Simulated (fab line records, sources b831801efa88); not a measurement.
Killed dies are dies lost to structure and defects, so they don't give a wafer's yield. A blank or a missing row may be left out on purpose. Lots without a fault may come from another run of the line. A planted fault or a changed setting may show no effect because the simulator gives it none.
fab line records | flow sky130
record lots=24 wafers=72 last_day=50
route steps=708 shown FIELD_ISO@3 DNWELL@44 PWDE@84 VT_ADJUST_PCH@150 SONOS_ONO@173
lots that met no fault: from a run of the same line without faults
start_h: hours from the record's first day to the start of the lot's first wafer shown | wait_h: hours since the lot's step before | " the same as in the row above | L1.1+2: a row that stands for several wafers | - no value, or no start given | * or withheld: withheld | < > ~ a bound
route shown NAME@n: a module of which the file shows steps, and the number in the route of the first | usual: mean/standard deviation of fault-free wafers | same: alike in all rows | chamber/n: place in a boat | sites: the reading at each site | _std_site: their standard deviation | _edge_site: outer sites' mean less inner sites' | radius_mm: how far each site lies from the wafer's centre | mask NAME#n: copy n | behind: the tool/chamber that last shaped the wafer | hold: why the lot was held/for how many hours/how that ended | device: the transistor (n, p or np) that didn't switch | end of line: the same wafers' tests at the end of the route | a step without rows: its recipe alone | killed: dies lost to structure and defects at the first sort, not the wafer's yield | map: a wafer's dies, x killed, . not, _ none there
set.NAME: the setting as run; set.NAME@STEP: as run at that earlier step | model.NAME: the simulator's own value behind a step, which no gauge read
steps of the route over a sample of lots; a table a step, a row a wafer
## steps
# step SKY_FIELD_ISO_THK_MEAS_02
# recipe reads=SiO2_of_FIELD_ISO_OXIDATION_01
# usual FIELD_ISO_OXIDATION_00_THK=11.93/0.19
# columns lot.wafer tool chamber start_h wait_h FIELD_ISO_OXIDATION_00_THK[nm]
L074.2 film_metro-03 - 16.01 0.0 12.20
L074.3 " - " " 12.07
L074.5 " - " " 12.06
L075.1 film_metro-01 - 20.18 0.0 12.26
L075.4 " - " " 11.97
L075.6 " - " " 11.97
L076.1 film_metro-03 - 23.04 0.0 11.93
L076.5 " - " " 12.08
L076.6 " - " " 12.17
L077.1 film_metro-01 - 27.51 0.0 11.89
L077.2 " - " " 12.23
L077.4 " - " " 12.20
L078.3 film_metro-01 - 33.33 0.0 11.96
L078.4 " - " " 12.22
L078.6 " - " " 12.06
L079.2 film_metro-01 - 38.93 0.0 12.18
L079.4 " - " " 12.23
L079.5 " - " " 12.15
L080.4 film_metro-01 - 45.80 0.0 11.86
L080.5 " - " " 11.51
L080.6 " - " " 11.56
L081.2 film_metro-01 - 54.24 0.0 11.58
L081.4 " - " " 11.87
L081.6 " - " " 11.78
L082.3 film_metro-02 - 54.25 0.0 12.05
L082.4 " - " " 11.93
L082.5 " - " " 12.04
L083.2 film_metro-01 - 62.43 0.0 11.90
L083.3 " - " " 11.94
L083.5 " - " " 11.73
L084.2 film_metro-03 - 62.43 0.0 12.02
L084.3 " - " " 11.77
L084.6 " - " " 11.80
L085.3 film_metro-03 - 68.06 0.0 11.87
L085.5 " - " " 11.95
L085.6 " - " " 11.65
L086.2 film_metro-01 - 72.40 0.0 12.01
L086.5 " - " " 11.91
L086.6 " - " " 11.89
L087.1 film_metro-02 - 78.50 0.0 12.11
L087.3 " - " " 12.10
L087.5 " - " " 12.03
L088.1 film_metro-02 - 81.63 0.0 11.96
L088.2 " - " " 11.76
L088.3 " - " " 12.09
L089.1 film_metro-02 - 89.03 0.0 11.95
L089.3 " - " " 11.83
L089.6 " - " " 12.09
L090.2 film_metro-01 - 92.09 0.0 11.79
L090.3 " - " " 11.67
L090.5 " - " " 11.86
L091.2 film_metro-01 - 97.89 0.0 11.95
L091.5 " - " " 12.06
L091.6 " - " " 12.14
L092.1 film_metro-02 - 101.63 0.0 12.03
L092.2 " - " " 11.90
L092.5 " - " " 12.01
L093.2 film_metro-01 - 106.64 0.0 11.41
L093.3 " - " " 11.62
L093.4 " - " " 11.79
L094.3 film_metro-02 - 111.93 0.0 11.99
L094.4 " - " " 11.70
L094.5 " - " " 11.63
L095.1 film_metro-02 - 117.19 0.0 11.72
L095.3 " - " " 11.57
L095.5 " - " " 11.91
L096.4 film_metro-01 - 122.54 0.0 12.05
L096.5 " - " " 11.87
L096.6 " - " " 11.87
L097.2 film_metro-01 - 126.96 0.0 11.97
L097.5 " - " " 11.90
L097.6 " - " " 11.97
# step SKY_FIELD_ISO_THK_MEAS_25
# recipe reads=SiO2_of_FIELD_ISO_CVD_24
# usual FIELD_ISO_CVD_24_THK=595/7.4
# columns lot.wafer tool chamber start_h wait_h FIELD_ISO_CVD_24_THK[nm]
L074.2 film_metro-01 - 37.59 0.1 594
L074.3 " - " " 590
L074.5 " - " " 588
L075.1 film_metro-03 - 40.23 0.0 593
L075.4 " - " " 608
L075.6 " - " " 595
L076.1 film_metro-01 - 50.10 0.0 604
L076.5 " - " " 600
L076.6 " - " " 599
L077.1 film_metro-03 - 50.12 0.1 601
L077.2 " - " " 608
L077.4 " - " " 600
L079.2 film_metro-01 - 59.70 0.0 599
L079.4 " - " " 599
L079.5 " - " " 602
L078.3 film_metro-03 - 59.71 0.1 613
L078.4 " - " " 619
L078.6 " - " " 610
L080.4 film_metro-03 - 66.69 0.0 603
L080.5 " - " " 606
L080.6 " - " " 603
L081.2 film_metro-03 - 77.16 0.0 590
L081.4 " - " " 594
L081.6 " - " " 588
L082.3 film_metro-03 - 77.24 0.1 599
L082.4 " - " " 595
L082.5 " - " " 587
L083.2 film_metro-03 - 83.92 0.0 582
L083.3 " - " " 593
L083.5 " - " " 581
L084.2 film_metro-02 - 84.81 0.0 596
L084.3 " - " " 587
L084.6 " - " " 593
L085.3 film_metro-01 - 90.35 0.1 588
L085.5 " - " " 586
L085.6 " - " " 580
L086.2 film_metro-02 - 93.43 0.1 600
L086.5 " - " " 598
L086.6 " - " " 601
L087.1 film_metro-01 - 99.40 0.1 597
L087.3 " - " " 593
L087.5 " - " " 598
L088.1 film_metro-01 - 105.74 0.0 597
L088.2 " - " " 598
L088.3 " - " " 587
L089.1 film_metro-02 - 110.64 0.0 593
L089.3 " - " " 600
L089.6 " - " " 590
L090.2 film_metro-01 - 115.82 0.0 585
L090.3 " - " " 588
L090.5 " - " " 583
L091.2 film_metro-03 - 121.14 0.0 604
L091.5 " - " " 605
L091.6 " - " " 597
L092.1 film_metro-02 - 125.31 0.0 590
L092.2 " - " " 590
L092.5 " - " " 592
L093.2 film_metro-02 - 130.75 0.0 598
L093.3 " - " " 588
L093.4 " - " " 595
L094.3 film_metro-03 - 134.84 0.1 598
L094.4 " - " " 585
L094.5 " - " " 595
L095.1 film_metro-01 - 140.74 0.0 596
L095.3 " - " " 590
L095.5 " - " " 593
L096.4 film_metro-02 - 145.47 0.0 589
L096.5 " - " " 587
L096.6 " - " " 587
L097.2 film_metro-02 - 151.70 0.0 585
L097.5 " - " " 586
L097.6 " - " " 591
# step SKY_DNWELL_TW_MEAS_09
# usual DNWELL_TW=1132/6.7
# columns lot.wafer tool chamber start_h wait_h DNWELL_TW
L075.1 film_metro-01 - 65.25 0.1 1128
L075.4 " - " " 1130
L075.6 " - " " 1131
L074.2 film_metro-04 - 65.91 0.1 1135
L074.3 " - " " 1134
L074.5 " - " " 1131
L077.1 film_metro-03 - 79.80 0.1 1124
L077.2 " - " " 1127
L077.4 " - " " 1129
L076.1 film_metro-01 - 79.99 0.1 1142
L076.5 " - " " 1139
L076.6 " - " " 1147
L078.3 film_metro-03 - 86.22 0.1 1127
L078.4 " - " " 1131
L078.6 " - " " 1128
L079.2 film_metro-01 - 86.75 0.1 1144
L079.4 " - " " 1150
L079.5 " - " " 1142
L080.4 film_metro-04 - 92.13 0.1 1131
L080.5 " - " " 1132
L080.6 " - " " 1137
L082.3 film_metro-03 - 100.42 0.1 1129
L082.4 " - " " 1128
L082.5 " - " " 1132
L081.2 film_metro-04 - 100.85 0.1 1126
L081.4 " - " " 1134
L081.6 " - " " 1132
L083.2 film_metro-01 - 107.26 0.1 1136
L083.3 " - " " 1129
L083.5 " - " " 1132
L084.2 film_metro-03 - 108.71 0.1 1122
L084.3 " - " " 1126
L084.6 " - " " 1121
L085.3 film_metro-01 - 116.01 0.1 1132
L085.5 " - " " 1133
L085.6 " - " " 1130
L086.2 film_metro-01 - 117.76 0.1 1137
L086.5 " - " " 1135
L086.6 " - " " 1139
L087.1 film_metro-03 - 123.00 0.1 1129
L087.3 " - " " 1135
L087.5 " - " " 1130
L088.1 film_metro-03 - 129.39 0.1 1136
L088.2 " - " " 1134
L088.3 " - " " 1136
L089.1 film_metro-01 - 135.45 0.1 1126
L089.3 " - " " 1130
L089.6 " - " " 1132
L090.2 film_metro-04 - 139.71 0.1 1131
L090.3 " - " " 1132
L090.5 " - " " 1134
L091.2 film_metro-03 - 147.70 0.1 1120
L091.5 " - " " 1121
L091.6 " - " " 1125
L092.1 film_metro-04 - 151.09 0.1 1139
L092.2 " - " " 1126
L092.5 " - " " 1129
L093.2 film_metro-04 - 155.00 0.1 1127
L093.3 " - " " 1126
L093.4 " - " " 1119
L094.3 film_metro-03 - 160.01 0.1 1137
L094.4 " - " " 1133
L094.5 " - " " 1134
L095.1 film_metro-01 - 166.80 0.1 1140
L095.3 " - " " 1141
L095.5 " - " " 1141
L096.4 film_metro-01 - 170.42 0.1 1143
L096.5 " - " " 1140
L096.6 " - " " 1145
L097.2 film_metro-03 - 176.86 0.1 1137
L097.5 " - " " 1130
L097.6 " - " " 1130
# step SKY_NWELL_RS_MEAS_31
# recipe thk_meas_gauge=four-point-probe
# usual PWDE_RS=5268/18
# columns lot.wafer tool chamber start_h wait_h PWDE_RS[ohm/sq]
L075.1 film_metro-03 - 117.46 0.1 5259
L075.4 " - " " 5253
L075.6 " - " " 5283
L074.2 film_metro-04 - 119.58 0.1 5304
L074.3 " - " " 5305
L074.5 " - " " 5284
L077.1 film_metro-01 - 134.36 0.1 5287
L077.2 " - " " 5286
L077.4 " - " " 5304
L076.1 film_metro-03 - 134.61 0.1 5263
L076.5 " - " " 5256
L076.6 " - " " 5244
L078.3 film_metro-03 - 140.02 0.1 5248
L078.4 " - " " 5250
L078.6 " - " " 5264
L079.2 film_metro-03 - 140.79 0.1 5294
L079.4 " - " " 5271
L079.5 " - " " 5283
L080.4 film_metro-03 - 149.52 0.1 5291
L080.5 " - " " 5264
L080.6 " - " " 5284
L082.3 film_metro-03 - 158.01 0.1 5262
L082.4 " - " " 5244
L082.5 " - " " 5244
L081.2 film_metro-01 - 158.99 0.1 5293
L081.4 " - " " 5265
L081.6 " - " " 5286
L083.2 film_metro-01 - 166.23 0.1 5269
L083.3 " - " " 5248
L083.5 " - " " 5263
L084.2 film_metro-04 - 167.93 0.1 5282
L084.3 " - " " 5268
L084.6 " - " " 5272
L085.3 film_metro-01 - 175.97 0.1 5274
L085.5 " - " " 5260
L085.6 " - " " 5260
L086.2 film_metro-03 - 178.43 0.1 5240
L086.5 " - " " 5233
L086.6 " - " " 5235
L087.1 film_metro-01 - 185.24 0.1 5255
L087.3 " - " " 5262
L087.5 " - " " 5255
L088.1 film_metro-04 - 190.33 0.1 5273
L088.2 " - " " 5275
L088.3 " - " " 5282
L089.1 film_metro-04 - 197.16 0.1 5281
L089.3 " - " " 5258
L089.6 " - " " 5254
L090.2 film_metro-01 - 203.54 0.1 5264
L090.3 " - " " 5285
L090.5 " - " " 5268
L091.2 film_metro-04 - 211.50 0.1 5244
L091.5 " - " " 5227
L091.6 " - " " 5234
L092.1 film_metro-04 - 216.63 0.1 5273
L092.2 " - " " 5263
L092.5 " - " " 5273
L093.2 film_metro-04 - 220.13 0.1 5262
L093.3 " - " " 5261
L093.4 " - " " 5272
L094.3 film_metro-04 - 225.80 0.1 5272
L094.4 " - " " 5275
L094.5 " - " " 5293
L095.1 film_metro-03 - 232.59 0.1 5279
L095.3 " - " " 5298
L095.5 " - " " 5295
L096.4 film_metro-03 - 236.17 0.1 5251
L096.5 " - " " 5247
L096.6 " - " " 5250
L097.2 film_metro-03 - 243.99 0.1 5258
L097.5 " - " " 5265
L097.6 " - " " 5261
# step SKY_VT_ADJUST_PCH_OVL_MEAS_07
# usual VT_ADJUST_PCH_OVL=0.2/1.1
# columns lot.wafer tool chamber start_h wait_h VT_ADJUST_PCH_OVL[nm]
L075.1 overlay-02 - 243.30 - 1.5
L075.4 " - " " 0.4
L075.6 " - " " 0.0
L074.2 overlay-02 - 246.75 - 0.2
L074.3 " - " " 0.3
L074.5 " - " " -0.3
L077.1 overlay-01 - 262.79 - -0.4
L077.2 " - " " 0.4
L077.4 " - " " 0.7
L076.1 overlay-02 - 263.70 - -0.2
L076.5 " - " " 0.6
L076.6 " - " " -0.3
L078.3 overlay-01 - 272.22 - 1.1
L078.4 " - " " 0.3
L078.6 " - " " -0.9
L079.2 overlay-02 - 273.13 - 1.6
L079.4 " - " " 0.4
L079.5 " - " " -0.4
L080.4 overlay-02 - 284.21 - 0.2
L080.5 " - " " 0.5
L080.6 " - " " 0.5
L082.3 overlay-01 - 294.96 - 0.1
L082.4 " - " " 0.6
L082.5 " - " " -0.5
L081.2 overlay-02 - 295.28 - -1.5
L081.4 " - " " -1.2
L081.6 " - " " -1.9
L083.2 overlay-02 - 304.46 - 1.2
L083.3 " - " " -0.2
L083.5 " - " " 0.3
L084.2 overlay-02 - 306.45 - 1.5
L084.3 " - " " 2.4
L084.6 " - " " 1.2
L085.3 overlay-01 - 316.51 - 1.2
L085.5 " - " " 2.1
L085.6 " - " " 1.0
L086.2 overlay-01 - 320.83 - 0.6
L086.5 " - " " 0.4
L086.6 " - " " 0.8
L087.1 overlay-01 - 327.59 - 1.7
L087.3 " - " " 0.5
L087.5 " - " " 0.3
L088.1 overlay-01 - 335.45 - -1.4
L088.2 " - " " -1.7
L088.3 " - " " -1.5
L089.1 overlay-02 - 341.45 - 1.0
L089.3 " - " " 1.3
L089.6 " - " " 0.9
L090.2 overlay-01 - 350.56 - 0.9
L090.3 " - " " 1.2
L090.5 " - " " 1.5
L091.2 overlay-01 - 360.98 - 0.3
L091.5 " - " " -0.4
L091.6 " - " " -1.1
L092.1 overlay-02 - 364.65 - 1.1
L092.2 " - " " -0.1
L092.5 " - " " 0.7
L093.2 overlay-01 - 372.66 - 1.2
L093.3 " - " " 0.5
L093.4 " - " " -0.1
L094.3 overlay-01 - 379.03 - -0.1
L094.4 " - " " -1.9
L094.5 " - " " -0.6
L095.1 overlay-02 - 389.04 - -1.1
L095.3 " - " " 0.3
L095.5 " - " " 0.6
L096.4 overlay-02 - 392.52 - -0.3
L096.5 " - " " -1.6
L096.6 " - " " -0.8
L097.2 overlay-02 - 401.41 - -1.9
L097.5 " - " " -1.7
L097.6 " - " " -1.3
# step SKY_SONOS_ONO_THK_MEAS_05
# recipe reads=SiO2_of_SONOS_ONO_CVD_04
# usual SONOS_ONO_CVD_04_THK=5.72/0.099
# columns lot.wafer tool chamber start_h wait_h SONOS_ONO_CVD_04_THK[nm]
L075.1 film_metro-01 - 274.00 0.0 5.91
L075.4 " - " " 5.92
L075.6 " - " " 5.84
L074.2 film_metro-01 - 278.05 0.0 5.71
L074.3 " - " " 5.71
L074.5 " - " " 5.67
L076.1 film_metro-01 - 294.68 0.0 5.75
L076.5 " - " " 5.68
L076.6 " - " " 5.55
L077.1 film_metro-02 - 294.68 0.0 5.98
L077.2 " - " " 5.87
L077.4 " - " " 5.87
L079.2 film_metro-03 - 303.69 0.0 5.69
L079.4 " - " " 5.79
L079.5 " - " " 5.74
L078.3 film_metro-01 - 303.74 0.1 5.62
L078.4 " - " " 5.59
L078.6 " - " " 5.58
L081.2 film_metro-02 - 360.69 0.1 5.62
L081.4 " - " " 5.58
L081.6 " - " " 5.60
L082.3 film_metro-01 - 360.70 0.1 5.64
L082.4 " - " " 5.59
L082.5 " - " " 5.60
L084.2 film_metro-02 - 360.75 0.1 5.75
L084.3 " - " " 5.74
L084.6 " - " " 5.70
L085.3 film_metro-01 - 360.76 0.1 5.70
L085.5 " - " " 5.74
L085.6 " - " " 5.73
L087.1 film_metro-02 - 360.80 0.2 5.73
L087.3 " - " " 5.74
L087.5 " - " " 5.73
L080.4 film_metro-01 - 360.83 0.2 5.60
L080.5 " - " " 5.75
L080.6 " - " " 5.70
L083.2 film_metro-02 - 360.87 0.2 5.74
L083.3 " - " " 5.83
L083.5 " - " " 5.91
L086.2 film_metro-01 - 360.87 0.2 5.72
L086.5 " - " " 5.72
L086.6 " - " " 5.77
L088.1 film_metro-02 - 367.20 0.0 5.80
L088.2 " - " " 5.85
L088.3 " - " " 5.74
L089.1 film_metro-01 - 372.65 0.0 5.76
L089.3 " - " " 5.83
L089.6 " - " " 5.79
L090.2 film_metro-01 - 383.18 0.0 5.81
L090.3 " - " " 5.76
L090.5 " - " " 5.81
L091.2 film_metro-01 - 400.06 0.0 5.71
L091.5 " - " " 5.76
L091.6 " - " " 5.63
L092.1 film_metro-03 - 402.89 0.0 5.67
L092.2 " - " " 5.62
L092.5 " - " " 5.64
L093.2 film_metro-02 - 406.80 0.0 5.56
L093.3 " - " " 5.56
L093.4 " - " " 5.70
L094.3 film_metro-01 - 413.18 0.0 5.61
L094.4 " - " " 5.66
L094.5 " - " " 5.71
L095.1 film_metro-03 - 423.56 0.0 5.82
L095.3 " - " " 5.82
L095.5 " - " " 5.85
L096.4 film_metro-03 - 428.27 0.0 5.75
L096.5 " - " " 5.64
L096.6 " - " " 5.62
L097.2 film_metro-01 - 438.31 0.0 5.61
L097.5 " - " " 5.72
L097.6 " - " " 5.82
## key
fault none
